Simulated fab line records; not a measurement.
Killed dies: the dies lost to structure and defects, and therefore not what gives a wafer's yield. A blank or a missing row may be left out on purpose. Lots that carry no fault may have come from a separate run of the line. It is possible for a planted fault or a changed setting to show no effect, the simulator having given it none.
fab line records | flow sfqLine
record lots=7 | wafers=21 | lastDay=80
route steps=325 shown M2@92 I2@103
lots with no fault: from the same line, run without faults
startH: hours from the record's opening day to when the first of the lot's shown wafers began | waitH: hours from the lot's prior step to this one | " same as the row above | L1.1+2: several wafers, shown together as one row | - value missing, or start not given | * or withheld: withheld | < > ~ a bound
route shown NAME@n: names a module that has steps shown in the file, with the first one's number in the route | usual: average and standard deviation across the fault-free wafers | same: alike in all rows | chamber/n: place in a boat | sites: readings site by site | _std_site: how widely they spread, as a standard deviation | _edge_site: the outer-site mean with the inner-site mean subtracted | radiusMm: for every site, how far away it sits from the centre of the wafer | mask NAME#n: copy n | behind: the most recent tool/chamber to have shaped the wafer | hold: what put the lot on hold/how long, in hours/how the hold closed | device: names the non-switching transistor (n, p or np) | end of line: the same wafers' tests at the end of the route | where a step has no rows: the recipe by itself | killed: the dies lost at the first sort to structure and to defects; this is not the yield of the wafer | map: per-die view of a wafer (x killed, . not killed, _ where there is no die)
set.NAME: setting as actually run; set.NAME@STEP: the setting as run at that earlier step | model.NAME: the simulator's own value behind a step, which no gauge read
a table for each step, a row for each wafer; lots at some steps of the route
services: a tool's chamber out of use, with start hour (startH, from the record's first day; less than 0 if before it), hours out, and reason
## steps
# step SFQ_TRILAYER_M2_LITHO_COAT_062
# recipe resist=BARC | spinRpm=3000 | resistThkNm=62
# step SFQ_TRILAYER_M2_LITHO_COAT_057
# recipe resist=KrF | spinRpm=3000 | resistThkNm=600
# step SFQ_TRILAYER_M2_LITHO_SOFTBAKE_061
# recipe tempC=withheld | timeS=withheld | resist=KrF
# step SFQ_TRILAYER_M2_LITHO_EXPOSE_058
# recipe maskId=M2 | na=0.6 | sourceShape=conventional | sigmaOuter=0.65 | targetCdNm=500 | doseMj=14.4
# step SFQ_TRILAYER_M2_LITHO_PEB_060
# recipe pebTempC=115 | pebTimeS=60 | resist=KrF
# step SFQ_TRILAYER_M2_LITHO_DEVELOP_059
# recipe timeS=60 | resist=KrF
# step SFQ_M2_OVL_MEAS_916
# usual M2_OVL=2/5.1
lot.wafer | tool       | chamber | startH | waitH | M2_OVL[nm]
L941.1    | overlay-02 | -       | 741.32 | 0.1   | 5
L941.4    | "          | -       | "      | "     | 8
L941.5    | "          | -       | "      | "     | 7
L944.1    | overlay-02 | -       | 780.92 | 0.1   | 2
L944.2    | "          | -       | "      | "     | 7
L944.3    | "          | -       | "      | "     | 14
L945.1    | overlay-02 | -       | 783.32 | 0.1   | 1
L945.2    | "          | -       | "      | "     | -4
L945.4    | "          | -       | "      | "     | 2
L946.1    | overlay-01 | -       | 785.73 | 0.1   | 3
L946.5    | "          | -       | "      | "     | 2
L946.6    | "          | -       | "      | "     | -2
L947.1    | overlay-01 | -       | 803.19 | 0.1   | 9
L947.2    | "          | -       | "      | "     | 2
L947.3    | "          | -       | "      | "     | 3
L954.1    | overlay-02 | -       | 869.56 | 0.1   | 4
L954.4    | "          | -       | "      | "     | 2
L954.5    | "          | -       | "      | "     | -1
L955.2    | overlay-01 | -       | 878.11 | 0.1   | -1
L955.4    | "          | -       | "      | "     | 1
L955.6    | "          | -       | "      | "     | 1
# step SFQ_TRILAYER_M2_BARC_OPEN_METAL_ETCH_077
# recipe maskMaterial=PR | chemistry=O2 | targetDepthNm=125 | target=BARC | icpW=600 | biasW=80 | pressureMtorr=10 | timeS=41.7
# usual drypumpMotorCurrentA=5.7/0.66 | oesProductAu=0.684/0.0042 | rfFwdPowerW=593.4/2.5
lot.wafer | tool        | chamber | startH | waitH | drypumpMotorCurrentA | oesProductAu | rfFwdPowerW | rfHoursCounterH
L941.1    | rieMetal-02 | 0       | 741.35 | 0.0   | 4.8                  | 0.687        | 599.3       | 64
L941.4    | "           | 1       | "      | "     | 6.0                  | 0.681        | 592.6       | -
L941.5    | "           | 1       | "      | "     | 6.0                  | 0.686        | 592.6       | -
L944.1    | rieMetal-03 | 0       | 780.95 | 0.0   | 6.3                  | 0.685        | 595.4       | 82
L944.2    | "           | 1       | "      | "     | 6.5                  | 0.686        | 596.3       | 74
L944.3    | "           | 1       | "      | "     | 6.5                  | 0.690        | 593.5       | -
L945.1    | rieMetal-03 | 1       | 783.35 | 0.0   | 6.4                  | 0.683        | 590.2       | 74
L945.2    | "           | 0       | "      | "     | 6.3                  | 0.684        | 596.0       | 83
L945.4    | "           | 0       | "      | "     | 6.3                  | 0.680        | 595.6       | -
L946.1    | rieMetal-04 | 1       | 785.76 | 0.0   | 5.0                  | 0.675        | 592.3       | 2
L946.5    | "           | 0       | "      | "     | 6.2                  | 0.683        | 594.0       | -
L946.6    | "           | 1       | "      | "     | 5.0                  | 0.679        | 592.8       | -
L947.1    | rieMetal-04 | 1       | 803.23 | 0.0   | 5.1                  | 0.681        | 590.1       | 5
L947.2    | "           | 0       | "      | "     | 6.2                  | 0.679        | 590.8       | 41
L947.3    | "           | 1       | "      | "     | 5.1                  | 0.685        | 591.3       | -
L954.1    | rieMetal-04 | 0       | 869.59 | 0.0   | 6.2                  | 0.686        | 593.0       | 52
L954.4    | "           | 0       | "      | "     | 6.1                  | 0.686        | 591.3       | -
L954.5    | "           | 0       | "      | "     | 6.2                  | 0.681        | 593.5       | -
L955.2    | rieMetal-02 | 0       | 878.14 | 0.0   | 4.8                  | 0.677        | 596.9       | 89
L955.4    | "           | 0       | "      | "     | 4.9                  | 0.686        | 594.9       | -
L955.6    | "           | 1       | "      | "     | 6.0                  | 0.679        | 594.7       | -
# step SFQ_TRILAYER_M2_ETCH_METAL_ETCH_060
# recipe target=Nb | stopOn=SiO2 | maskMaterial=PR | chemistry=Cl2/Ar | targetDepthNm=240 | icpW=600 | biasW=80 | pressureMtorr=10 | timeS=120
# usual drypumpMotorCurrentA=5.7/0.66 | oesProductAu=0.894/0.007 | rfFwdPowerW=596.9/2.1
lot.wafer | tool        | chamber | startH | waitH | drypumpMotorCurrentA | oesProductAu | rfFwdPowerW | rfHoursCounterH
L941.1    | rieMetal-02 | 0       | 741.41 | 0.0   | 4.8                  | 0.898        | 596.5       | 64
L941.4    | "           | 1       | "      | "     | 6.0                  | 0.884        | 595.9       | -
L941.5    | "           | 1       | "      | "     | 6.0                  | 0.891        | 597.3       | -
L944.1    | rieMetal-03 | 0       | 781.01 | 0.0   | 6.3                  | 0.902        | 598.1       | 82
L944.2    | "           | 1       | "      | "     | 6.4                  | 0.902        | 596.2       | 74
L944.3    | "           | 1       | "      | "     | 6.5                  | 0.889        | 597.6       | -
L945.1    | rieMetal-03 | 1       | 783.41 | 0.0   | 6.5                  | 0.910        | 594.6       | 74
L945.2    | "           | 0       | "      | "     | 6.3                  | 0.898        | 597.3       | 83
L945.4    | "           | 0       | "      | "     | 6.3                  | 0.892        | 594.4       | -
L946.1    | rieMetal-04 | 1       | 785.82 | 0.0   | 5.0                  | 0.881        | 595.5       | 2
L946.5    | "           | 0       | "      | "     | 6.2                  | 0.880        | 593.3       | -
L946.6    | "           | 1       | "      | "     | 5.0                  | 0.887        | 599.0       | -
L947.1    | rieMetal-04 | 1       | 803.29 | 0.0   | 5.0                  | 0.880        | 600.5       | 5
L947.2    | "           | 0       | "      | "     | 6.1                  | 0.894        | 597.0       | 41
L947.3    | "           | 1       | "      | "     | 5.0                  | 0.899        | 600.8       | -
L954.1    | rieMetal-04 | 0       | 869.65 | 0.0   | 6.2                  | 0.892        | 593.8       | 52
L954.4    | "           | 0       | "      | "     | 6.2                  | 0.896        | 596.0       | -
L954.5    | "           | 0       | "      | "     | 6.2                  | 0.907        | 595.5       | -
L955.2    | rieMetal-02 | 0       | 878.20 | 0.0   | 4.9                  | 0.897        | 597.5       | 89
L955.4    | "           | 0       | "      | "     | 4.9                  | 0.898        | 598.7       | -
L955.6    | "           | 1       | "      | "     | 6.0                  | 0.894        | 596.7       | -
# step SFQ_TRILAYER_M2_STRIP_STRIP_061
# recipe gas=O2 | powerW=200 | platenTempC=40 | overashFraction=0.65 | chemistry=O2 | pressureMtorr=50
# usual drypumpMotorCurrentA=5.7/0.66 | oesProductAu=1.000/0.0094
lot.wafer | tool        | chamber | startH | waitH | drypumpMotorCurrentA | oesProductAu | rfHoursCounterH
L941.1    | rieMetal-02 | 0       | 741.54 | 0.1   | 4.8                  | 1.020        | 64
L941.4    | "           | 1       | "      | "     | 6.0                  | 0.998        | -
L941.5    | "           | 1       | "      | "     | 6.0                  | 0.993        | -
L944.1    | rieMetal-03 | 0       | 781.14 | 0.1   | 6.3                  | 1.004        | 82
L944.2    | "           | 1       | "      | "     | 6.5                  | 0.999        | 74
L944.3    | "           | 1       | "      | "     | 6.5                  | 0.998        | -
L945.1    | rieMetal-03 | 1       | 783.54 | 0.1   | 6.4                  | 1.000        | 74
L945.2    | "           | 0       | "      | "     | 6.3                  | 1.000        | 83
L945.4    | "           | 0       | "      | "     | 6.3                  | 1.002        | -
L946.1    | rieMetal-04 | 1       | 785.95 | 0.1   | 5.0                  | 0.995        | 2
L946.5    | "           | 0       | "      | "     | 6.2                  | 0.990        | -
L946.6    | "           | 1       | "      | "     | 5.0                  | 0.999        | -
L947.1    | rieMetal-04 | 1       | 803.41 | 0.1   | 5.0                  | 0.986        | 5
L947.2    | "           | 0       | "      | "     | 6.2                  | 0.994        | 41
L947.3    | "           | 1       | "      | "     | 5.1                  | 0.989        | -
L954.1    | rieMetal-04 | 0       | 869.78 | 0.1   | 6.2                  | 1.007        | 52
L954.4    | "           | 0       | "      | "     | 6.2                  | 0.986        | -
L954.5    | "           | 0       | "      | "     | 6.2                  | 1.006        | -
L955.2    | rieMetal-02 | 0       | 878.33 | 0.1   | 4.9                  | 1.016        | 89
L955.4    | "           | 0       | "      | "     | 4.8                  | 1.017        | -
L955.6    | "           | 1       | "      | "     | 6.0                  | 0.989        | -
# step SFQ_TRILAYER_M2_STRIP_SOLV_CLEAN_062
# recipe chemistry=NMP | tempC=70 | timeS=600
# step SFQ_TRILAYER_I2_DEP_PECVD_063
# recipe material=SiO2 | tempC=150 | timeS=111.11 | pressureTorr=2.4 | rfW=183.3 | precursor=SiH4/N2O | targetThkNm=500
# usual chamberPressureTorr=2.400/0.0054 | heaterPowerW=88/21 | rfFwdPowerW=182.5/0.58 | showerheadVppV=842/31 | throttleValvePct=24.2/0.73
lot.wafer | tool     | chamber | startH | waitH | chamberPressureTorr | heaterPowerW | rfFwdPowerW | showerheadVppV | sinceWetCleanH | throttleValvePct | model.SiO2_of_TRILAYER_I2_DEP_PECVD_063.thkNm
L941.1    | pecvd-02 | 1       | 742.31 | 0.0   | 2.401               | 81           | 183.0       | 811            | 165            | 24.2             | 494.6
L941.4    | "        | 1       | "      | "     | 2.404               | 84           | 182.8       | 810            | -              | 23.9             | 499.9
L941.5    | "        | 2       | "      | "     | 2.405               | 88           | 182.8       | 837            | -              | 23.3             | 505.9
L944.1    | pecvd-04 | 2       | 781.91 | 0.0   | 2.398               | 68           | 255.6       | 973            | 1327           | 23.6             | 548.5
L944.2    | "        | 0       | "      | "     | 2.402               | 29           | 255.4       | 1065           | 1327           | 24.7             | 550
L944.3    | "        | 1       | "      | "     | 2.402               | 91           | 256.1       | 983            | 1327           | 24.2             | 559.3
L945.1    | pecvd-02 | 1       | 784.31 | 0.0   | 2.397               | 82           | 182.5       | 816            | 207            | 24.1             | 493.7
L945.2    | "        | 0       | "      | "     | 2.396               | 86           | 182.2       | 878            | 207            | 23.1             | 494.7
L945.4    | "        | 0       | "      | "     | 2.401               | 88           | 183.0       | 885            | -              | 23.0             | 507.5
L946.1    | pecvd-04 | 2       | 786.72 | 0.0   | 2.404               | 71           | 255.3       | 960            | 1331           | 23.6             | 551.5
L946.5    | "        | 2       | "      | "     | 2.395               | 74           | 255.0       | 950            | -              | 23.8             | 550.8
L946.6    | "        | 1       | "      | "     | 2.399               | 96           | 256.4       | 987            | -              | 24.1             | 560.3
L947.1    | pecvd-04 | 2       | 804.19 | 0.0   | 2.410               | 82           | 254.9       | 939            | 1349           | 23.7             | 542.1
L947.2    | "        | 1       | "      | "     | 2.401               | 88           | 256.3       | 999            | 1349           | 23.9             | 553.4
L947.3    | "        | 0       | "      | "     | 2.398               | 34           | 255.4       | 1032           | 1349           | 24.7             | 551.1
L954.1    | pecvd-04 | 1       | 870.55 | 0.0   | 2.398               | 121          | 182.6       | 849            | 1415           | 24.2             | 501
L954.4    | "        | 0       | "      | "     | 2.396               | 55           | 182.8       | 901            | -              | 24.7             | 504.8
L954.5    | "        | 2       | "      | "     | 2.393               | 111          | 183.0       | 811            | -              | 24.1             | 503
L955.2    | pecvd-02 | 2       | 879.10 | 0.0   | 2.407               | 73           | 182.8       | 859            | 301            | 23.9             | 497.1
L955.4    | "        | 0       | "      | "     | 2.402               | 83           | 182.6       | 864            | -              | 23.1             | 507.9
L955.6    | "        | 2       | "      | "     | 2.397               | 76           | 183.2       | 839            | -              | 23.6             | 509.8
# step SFQ_TRILAYER_I2_CMP_CMP_064
# recipe material=SiO2 | downForcePsi=3 | platenRpm=60 | padVelocityMS=0.94248
# usual motorCurrentA=10.0/0.87 | timeToEndpointS=212/8.2
lot.wafer | tool   | chamber | startH | waitH | motorCurrentA | timeToEndpointS
L941.1    | cmp-02 | 0       | 742.57 | 0.2   | 9.6           | 214
L941.4    | "      | 1       | "      | "     | 9.0           | 228
L941.5    | "      | 1       | 745.07 | 2.7   | 9.2           | 228
L944.3    | cmp-01 | 1       | 802.29 | 20.3  | 12.4          | 245
L944.2    | "      | 2       | "      | "     | 9.3           | 240
L944.1    | "      | 3       | "      | "     | 10.0          | 250
L945.4    | cmp-01 | 3       | 804.79 | 20.4  | 9.8           | 222
L945.2    | "      | 0       | "      | "     | 10.3          | 203
L945.1    | "      | 1       | "      | "     | 11.6          | 202
L946.1    | cmp-01 | 3       | 811.79 | 25.0  | 9.8           | 252
L946.5    | "      | 1       | 812.79 | 26.0  | 12.2          | 237
L946.6    | "      | 2       | "      | "     | 9.9           | 245
L947.1    | cmp-02 | 3       | 833.19 | 29.0  | 9.3           | 241
L947.3    | "      | 0       | "      | "     | 9.6           | 241
L947.2    | "      | 1       | "      | "     | 9.2           | 260
L954.1    | cmp-01 | 1       | 909.79 | 39.2  | 12.2          | 214
L954.4    | "      | 0       | 911.29 | 40.7  | 10.2          | 209
L954.5    | "      | 2       | 912.29 | 41.7  | 9.7           | 217
L955.2    | cmp-02 | 1       | 920.19 | 41.0  | 9.1           | 220
L955.4    | "      | 2       | "      | "     | 10.2          | 213
L955.6    | "      | 2       | 922.69 | 43.5  | 10.4          | 214
# step SFQ_I2_BOW_MEAS_917
# recipe mode=bow
# usual I2_BOW=5/7.8
lot.wafer | tool         | chamber | startH | waitH | I2_BOW[um]
L941.1    | filmMetro-04 | -       | 745.57 | 2.5   | 8
L941.4    | "            | -       | "      | "     | 0
L941.5    | "            | -       | "      | "     | 15
L944.1    | filmMetro-03 | -       | 804.79 | 1.0   | 6
L944.2    | "            | -       | "      | "     | 17
L944.3    | "            | -       | "      | "     | 8
L945.1    | filmMetro-04 | -       | 807.79 | 1.5   | 7
L945.2    | "            | -       | "      | "     | 1
L945.4    | "            | -       | "      | "     | 7
L946.1    | filmMetro-02 | -       | 813.79 | 1.5   | -14
L946.5    | "            | -       | "      | "     | -8
L946.6    | "            | -       | "      | "     | -7
L947.1    | filmMetro-04 | -       | 836.19 | 2.5   | 16
L947.2    | "            | -       | "      | "     | 13
L947.3    | "            | -       | "      | "     | 9
L954.1    | filmMetro-03 | -       | 912.79 | 2.5   | -6
L954.4    | "            | -       | "      | "     | 0
L954.5    | "            | -       | "      | "     | 8
L955.2    | filmMetro-04 | -       | 923.21 | 2.5   | 7
L955.4    | "            | -       | "      | "     | 4
L955.6    | "            | -       | "      | "     | 4
## services
tool        | chamber | startH | hours | kind
rieMetal-02 | 1       | 717.69 | 7.4   | repair
pecvd-04    | 0       | 722.22 | 3.4   | repair
cmp-01      | -       | 729.49 | 1.8   | repair
pecvd-02    | 0       | 731.11 | 4.7   | repair
rieMetal-04 | 1       | 746.81 | -     | clean
cmp-02      | -       | 751.39 | 4.0   | pm
cmp-02      | -       | 752.36 | 1.3   | repair
cmp-02      | -       | 768.57 | 3.7   | repair
rieMetal-02 | -       | 775.70 | 2.8   | pm
cmp-02      | -       | 778.22 | 11.9  | pm
rieMetal-04 | -       | 786.78 | 0.5   | repair
pecvd-04    | -       | 786.80 | 2.8   | pm
cmp-02      | -       | 795.61 | 0.3   | repair
cmp-02      | -       | 795.78 | 1.2   | repair
cmp-01      | -       | 797.77 | 0.5   | repair
cmp-02      | -       | 799.14 | 0.8   | repair
rieMetal-04 | -       | 804.67 | 0.2   | repair
cmp-01      | -       | 819.79 | 6.0   | pm
pecvd-04    | 2       | 821.76 | 5.4   | repair
pecvd-02    | -       | 831.32 | 0.7   | repair
cmp-02      | -       | 838.76 | 0.2   | repair
pecvd-02    | 1       | 861.32 | 4.2   | repair
rieMetal-02 | -       | 870.95 | 2.7   | repair
cmp-01      | -       | 915.79 | 4.0   | pm
## key
firstSign step=SFQ_TRILAYER_I2_DEP_PECVD_063 | reading=rfFwdPowerW | direction=up | sigmas=99+ | usual=182.5 | struck=255.6
effect step=SFQ_TRILAYER_I2_DEP_PECVD_063 | reading=showerheadVppV | direction=up | sigmas=4.7 | usual=842 | struck=987
effect step=SFQ_TRILAYER_I2_CMP_CMP_064 | reading=timeToEndpointS | direction=up | sigmas=4.1 | usual=* | struck=*
modelEffect step=SFQ_TRILAYER_I2_DEP_PECVD_063 | value=SiO2_of_TRILAYER_I2_DEP_PECVD_063.thkNm | without=499 | struck=551.9
metAt SFQ_TRILAYER_I2_DEP_PECVD_063
struckWafers L944.1,L944.2,L944.3,L946.1,L946.5,L946.6,L947.1,L947.2,L947.3
fault kind=processParameterDrift | tool=pecvd-04 | chamber=- | onsetH=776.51 | steps=SFQ_TRILAYER_I2_DEP_PECVD_063 | channel=rfW | offset=73.32 | shape=step | endH=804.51 | actsIn=theseRecipesOnly | stated=183.3
